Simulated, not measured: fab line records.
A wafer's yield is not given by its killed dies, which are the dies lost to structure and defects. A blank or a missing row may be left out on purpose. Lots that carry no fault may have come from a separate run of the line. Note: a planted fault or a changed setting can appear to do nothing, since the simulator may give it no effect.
The tool behind it: which one? :: flow gf180mcu :: 33 wafers from 11 lots sampled at 4 of the route's 602 steps

== WHAT THE GAUGES SHOWED, per wafer ==
GF_STI_THK_MEAS_04. Usual: STI_CVD_03_THK 206.6 nm, standard deviation 2.1.
lot: L952
measured: day 1 14:20
on: filmMetro-01
STI_CVD_03_THK (nm): 209.2 208.1 207.8
flag: 

lot: L953
measured: day 1 19:23
on: filmMetro-02
STI_CVD_03_THK (nm): 207.7 206.8 207.3
flag: 

lot: L954
measured: day 2 00:10
on: filmMetro-04
STI_CVD_03_THK (nm): 209.2 209.1 208.9
flag: 

lot: L955
measured: day 2 05:50
on: filmMetro-02
STI_CVD_03_THK (nm): 206.5 206.3 206.3
flag: 

lot: L957
measured: day 2 14:50
on: filmMetro-04
STI_CVD_03_THK (nm): 209.2 208.4 209.5
flag: 

lot: L960
measured: day 3 05:34
on: filmMetro-02
STI_CVD_03_THK (nm): 230.2 230.3 230.3 230.1 230.4 230.2
flag: OFF

lot: L966
measured: day 4 12:38
on: filmMetro-04
STI_CVD_03_THK (nm): 206.2 205.5 205.3
flag: 

lot: L968
measured: day 4 22:41
on: filmMetro-02
STI_CVD_03_THK (nm): 208.0 207.2 205.5
flag: 

lot: L973
measured: day 6 02:04
on: filmMetro-04
STI_CVD_03_THK (nm): 203.3 203.6 203.4
flag: 

lot: L974
measured: day 6 09:10
on: filmMetro-01
STI_CVD_03_THK (nm): 206.5 208.0 207.9
flag: 

lot: L975
measured: day 6 09:09
on: filmMetro-02
STI_CVD_03_THK (nm): 209.2 207.7 207.8
flag: 

GF_STI_THK_MEAS_24. Usual: STI_CVD_23_THK 651 nm, standard deviation 7.7.
lot: L952
measured: day 2 05:04
on: filmMetro-01
STI_CVD_23_THK (nm): 645 648 657
flag: 

lot: L953
measured: day 2 09:02
on: filmMetro-01
STI_CVD_23_THK (nm): 657 649 656
flag: 

lot: L954
measured: day 2 13:40
on: filmMetro-01
STI_CVD_23_THK (nm): 655 659 657
flag: 

lot: L955
measured: day 2 19:49
on: filmMetro-02
STI_CVD_23_THK (nm): 662 657 653
flag: 

lot: L957
measured: day 3 05:01
on: filmMetro-04
STI_CVD_23_THK (nm): 645 645 648
flag: 

lot: L960
measured: day 3 22:26
on: filmMetro-02
STI_CVD_23_THK (nm): 660 640 638
flag: 

lot: L966
measured: day 5 06:10
on: filmMetro-02
STI_CVD_23_THK (nm): 664 651 656
flag: 

lot: L968
measured: day 5 21:14
on: filmMetro-04
STI_CVD_23_THK (nm): 651 659 654
flag: 

lot: L973
measured: day 6 17:58
on: filmMetro-01
STI_CVD_23_THK (nm): 652 652 656
flag: 

lot: L974
measured: day 7 02:48
on: filmMetro-04
STI_CVD_23_THK (nm): 655 641 649
flag: 

lot: L975
measured: day 7 01:49
on: filmMetro-02
STI_CVD_23_THK (nm): 659 666 661
flag: 

== WHICH TOOL RAN EACH LOT (tool, then ch and the chambers of the sampled wafers, then the start) ==
lot: L952
GF_STI_CVD_03: lpcvd-01 ch 1, day 1 12:20
GF_STI_ETCH_13: rieDiel-01 ch 1,2,3, day 2 01:53

lot: L953
GF_STI_CVD_03: lpcvd-02 ch 0, day 1 17:23
GF_STI_ETCH_13: rieDiel-02 ch 1,2, day 2 07:10

lot: L954
GF_STI_CVD_03: lpcvd-02 ch 0, day 1 22:10
GF_STI_ETCH_13: rieDiel-01 ch 1,2,3, day 2 11:47

lot: L955
GF_STI_CVD_03: lpcvd-01 ch 1, day 2 03:52
GF_STI_ETCH_13: rieDiel-01 ch 0,1,2, day 2 17:50

lot: L957
GF_STI_CVD_03: lpcvd-01 ch 0, day 2 12:50
GF_STI_ETCH_13: rieDiel-03 ch 0,3, day 3 02:56

lot: L960
GF_STI_CVD_03: lpcvd-01 ch 0, day 3 03:35
GF_STI_ETCH_13: rieDiel-02 ch 1,3, day 3 18:19

lot: L966
GF_STI_CVD_03: lpcvd-02 ch 1, day 4 10:38
GF_STI_ETCH_13: rieDiel-01 ch 1,2,3, day 5 01:55

lot: L968
GF_STI_CVD_03: lpcvd-02 ch 0, day 4 20:42
GF_STI_ETCH_13: rieDiel-02 ch 0,2,3, day 5 12:38

lot: L973
GF_STI_CVD_03: lpcvd-02 ch 1, day 6 00:04
GF_STI_ETCH_13: rieDiel-03 ch 2,3, day 6 16:05

lot: L974
GF_STI_CVD_03: lpcvd-01 ch 0, day 6 07:10
GF_STI_ETCH_13: rieDiel-02 ch 0,2,3, day 7 00:16

lot: L975
GF_STI_CVD_03: lpcvd-01 ch 1, day 6 07:10
GF_STI_ETCH_13: rieDiel-01 ch 1,2, day 6 23:56
- GF_STI_CVD_03: deposits Si3N4 from DCS/NH3, target thk 207.16 nm, time 3551 s.
- GF_STI_ETCH_13: etches the open film in CHF3/O2, stops on Si, target depth 282.31 nm, time 112.9 s.

== AS READ BY THE TOOLS THEMSELVES (means over the sampled wafers that have a number; for cases with no such wafer, the mark the record gives instead) ==
GF_STI_CVD_03. Usual: spikeTcBottomC 790.5 C, standard deviation 1.6; spikeTcCentreC 770.7 C, standard deviation 1; spikeTcLowerC 770.0 C, standard deviation 1.1; spikeTcTopC 783.3 C, standard deviation 1.8; spikeTcUpperC 769.9 C, standard deviation 1.4; susceptorTempC 769.95 C, standard deviation 0.29.
lot: L952
tool: lpcvd-01
spikeTcBottomC (C): 787.9
spikeTcCentreC (C): 771.0
spikeTcLowerC (C): 771.0
spikeTcTopC (C): 784.8
spikeTcUpperC (C): 770.7
susceptorTempC (C): 769.90
flag: 

lot: L953
tool: lpcvd-02
spikeTcBottomC (C): 791.4
spikeTcCentreC (C): 770.7
spikeTcLowerC (C): 769.1
spikeTcTopC (C): 784.2
spikeTcUpperC (C): 767.3
susceptorTempC (C): 769.95
flag: 

lot: L954
tool: lpcvd-02
spikeTcBottomC (C): 791.2
spikeTcCentreC (C): 771.8
spikeTcLowerC (C): 770.1
spikeTcTopC (C): 784.8
spikeTcUpperC (C): 768.4
susceptorTempC (C): 769.80
flag: 

lot: L955
tool: lpcvd-01
spikeTcBottomC (C): 790.1
spikeTcCentreC (C): 769.9
spikeTcLowerC (C): 770.4
spikeTcTopC (C): 784.2
spikeTcUpperC (C): 769.9
susceptorTempC (C): 770.03
flag: 

lot: L957
tool: lpcvd-01
spikeTcBottomC (C): 792.3
spikeTcCentreC (C): 770.9
spikeTcLowerC (C): 769.0
spikeTcTopC (C): 782.0
spikeTcUpperC (C): 771.3
susceptorTempC (C): 770.07
flag: 

lot: L960
tool: lpcvd-01
spikeTcBottomC (C): 796.7
spikeTcCentreC (C): 775.7
spikeTcLowerC (C): 774.6
spikeTcTopC (C): 786.1
spikeTcUpperC (C): 776.1
susceptorTempC (C): 774.57
flag: OFF

lot: L966
tool: lpcvd-02
spikeTcBottomC (C): 789.6
spikeTcCentreC (C): 771.0
spikeTcLowerC (C): 768.5
spikeTcTopC (C): 783.1
spikeTcUpperC (C): 770.5
susceptorTempC (C): 770.22
flag: 

lot: L968
tool: lpcvd-02
spikeTcBottomC (C): 790.8
spikeTcCentreC (C): 770.3
spikeTcLowerC (C): 769.7
spikeTcTopC (C): 784.3
spikeTcUpperC (C): 768.0
susceptorTempC (C): 769.91
flag: 

lot: L973
tool: lpcvd-02
spikeTcBottomC (C): 790.1
spikeTcCentreC (C): 771.6
spikeTcLowerC (C): 769.9
spikeTcTopC (C): 784.8
spikeTcUpperC (C): 771.0
susceptorTempC (C): 769.79
flag: 

lot: L974
tool: lpcvd-01
spikeTcBottomC (C): 791.8
spikeTcCentreC (C): 770.5
spikeTcLowerC (C): 769.9
spikeTcTopC (C): 781.5
spikeTcUpperC (C): 770.3
susceptorTempC (C): 770.31
flag: 

lot: L975
tool: lpcvd-01
spikeTcBottomC (C): 788.5
spikeTcCentreC (C): 770.0
spikeTcLowerC (C): 770.1
spikeTcTopC (C): 784.4
spikeTcUpperC (C): 771.1
susceptorTempC (C): 769.82
flag: 

GF_STI_ETCH_13. Usual: drypumpMotorCurrentA 5.5 A, standard deviation 0.46; oesProductAu 0.831 a.u., standard deviation 0.0062; throttleValvePct 8.809 %, standard deviation 0.0096.
lot: L952
tool: rieDiel-01
drypumpMotorCurrentA (A): 5.9
oesProductAu (a.u.): 0.835
throttleValvePct (%): 8.808
flag: 

lot: L953
tool: rieDiel-02
drypumpMotorCurrentA (A): 5.3
oesProductAu (a.u.): 0.829
throttleValvePct (%): 8.806
flag: 

lot: L954
tool: rieDiel-01
drypumpMotorCurrentA (A): 5.9
oesProductAu (a.u.): 0.837
throttleValvePct (%): 8.817
flag: 

lot: L955
tool: rieDiel-01
drypumpMotorCurrentA (A): 5.7
oesProductAu (a.u.): 0.835
throttleValvePct (%): 8.797
flag: 

lot: L957
tool: rieDiel-03
drypumpMotorCurrentA (A): 5.3
oesProductAu (a.u.): 0.834
throttleValvePct (%): 8.809
flag: 

lot: L960
tool: rieDiel-02
drypumpMotorCurrentA (A): 5.5
oesProductAu (a.u.): 0.882
throttleValvePct (%): 8.829
flag: OFF

lot: L966
tool: rieDiel-01
drypumpMotorCurrentA (A): 5.9
oesProductAu (a.u.): 0.829
throttleValvePct (%): 8.807
flag: 

lot: L968
tool: rieDiel-02
drypumpMotorCurrentA (A): 5.3
oesProductAu (a.u.): 0.834
throttleValvePct (%): 8.801
flag: 

lot: L973
tool: rieDiel-03
drypumpMotorCurrentA (A): 5.5
oesProductAu (a.u.): 0.821
throttleValvePct (%): 8.809
flag: 

lot: L974
tool: rieDiel-02
drypumpMotorCurrentA (A): 5.3
oesProductAu (a.u.): 0.831
throttleValvePct (%): 8.813
flag: 

lot: L975
tool: rieDiel-01
drypumpMotorCurrentA (A): 6.0
oesProductAu (a.u.): 0.836
throttleValvePct (%): 8.809
flag: 

== THE ANSWER, worked out from the rows above alone ==
Rule: a lot is off if the mean of its wafers that have a number lies more than 3 standard deviations from the usual mean. Also off: a lot with no number at a reading for which 4 or more lots have one. Where the step has rows for the other lots, those lots are counted as sound. After the gauges, taken in route order, come the tools' own readings; for these a lot's mean is taken, as printed above. The first step at which some lot is off is used, and at that step the reading that is off furthest; a lot without a number counts as furthest.
Off: at GF_STI_THK_MEAS_04 (STI_CVD_03_THK), L960.
If a tool, at a process step before that reading, ran all the lots that are off and no sound lot after the first of them, it fits. The gauges at GF_STI_THK_MEAS_04 aren't tried: what is off there is off at GF_STI_CVD_03 too, on other tools, and a gauge's error can't cause that. None of those tried fits.

== WHAT THE SIMULATOR HAD INSERTED ==
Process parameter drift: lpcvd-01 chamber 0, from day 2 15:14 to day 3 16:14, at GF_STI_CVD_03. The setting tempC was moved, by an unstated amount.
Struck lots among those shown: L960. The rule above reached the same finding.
